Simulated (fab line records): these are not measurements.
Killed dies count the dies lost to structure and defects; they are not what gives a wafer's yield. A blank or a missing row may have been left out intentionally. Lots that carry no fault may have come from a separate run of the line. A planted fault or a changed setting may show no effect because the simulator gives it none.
One fault seen from 2 desks | flow sky130 | only its own numbers are on each desk; what lay behind them is given at the end

## FOR THE TOOL OWNER'S DESK: rie si-02
The tool's own readings at SKY_POLY_GATE_ETCH_17 (etches poly-Si in HBr/Cl2, stops on SiO2, target depth 180 nm, time 70.5 s): means of the sampled wafers that have a number, for each lot that ran on this tool. If a lot's mean is further than 4 standard deviations from the usual mean, the lot is out of limits and carries the mark OUT (the distance appears in the brackets).
Columns: A = bias w at SKY_POLY_GATE_ETCH_17, usual 100.0 W; B = drypump motor current A at SKY_POLY_GATE_ETCH_17, usual 5.6 A; C = mfc cl2 sccm at SKY_POLY_GATE_ETCH_17, usual 50.00 sccm; D = oes product au at SKY_POLY_GATE_ETCH_17, usual 0.990 a.u.; E = rf fwd power W at SKY_POLY_GATE_ETCH_17, usual 397.3 W; F = throttle valve pct at SKY_POLY_GATE_ETCH_17, usual 33.684 %
lot  | first seen here | A     | B   | C     | D     | E     | F
L922 | day 16 19:56    | 99.8  | 5.4 | 49.95 | 0.980 | 397.3 | 33.685
L926 | day 18 19:08    | 99.7  | 5.4 | 49.92 | 1.000 | 396.9 | 33.683
L933 | day 21 03:15    | 100.2 | 4.8 | 50.13 | 0.986 | 397.8 | 33.687
L935 | day 21 20:21    | 100.1 | 5.4 | 49.93 | 0.988 | 396.5 | 33.677
L936 | day 22 20:20    | 100.1 | 5.5 | 50.10 | 0.987 | 399.3 | 33.688
L939 | day 23 00:11    | 99.9  | 5.5 | 50.07 | 0.989 | 396.1 | 33.689
L941 | day 23 18:53    | 99.9  | 5.9 | 49.94 | 0.990 | 398.5 | 33.683
L943 | day 24 15:35    | 100.1 | 5.4 | 49.95 | 0.999 | 396.7 | 33.685
This desk's verdict: no lot among the 8 shows anything out of limits.

## METROLOGY DESK
Means of the sampled wafers that have a number, per lot and without regard to the tool the lot ran on: this is what the gauges read. If a lot's mean is further than 4 standard deviations from the usual mean, the lot is out of limits and carries the mark OUT (the distance appears in the brackets).
Columns: A = LDD_N_OVL at SKY_LDD_N_OVL_MEAS_07, usual -0.3 nm
lot  | first seen here | A
L921 | day 17 13:49    | -2.0
L922 | day 18 03:21    | 0.1
L926 | day 20 05:48    | -2.5
L933 | day 22 11:16    | -0.0
L934 | day 22 21:24    | -0.5
L935 | day 23 03:52    | -0.9
L937 | day 24 00:34    | 2.1
L936 | day 24 03:29    | 0.9
L939 | day 24 07:00    | -1.8
L940 | day 24 15:41    | -0.1
L941 | day 25 01:38    | -1.3
L943 | day 25 22:33    | -0.3
L944 | day 26 01:13    | -0.9
This desk's verdict: no lot among the 13 shows anything out of limits.

## PUT TOGETHER
Nothing out of limits was seen by the tool owner's desk.
At the metrology desk, nothing out of limits was observed.

## WHAT THE SIMULATOR HAD INSERTED
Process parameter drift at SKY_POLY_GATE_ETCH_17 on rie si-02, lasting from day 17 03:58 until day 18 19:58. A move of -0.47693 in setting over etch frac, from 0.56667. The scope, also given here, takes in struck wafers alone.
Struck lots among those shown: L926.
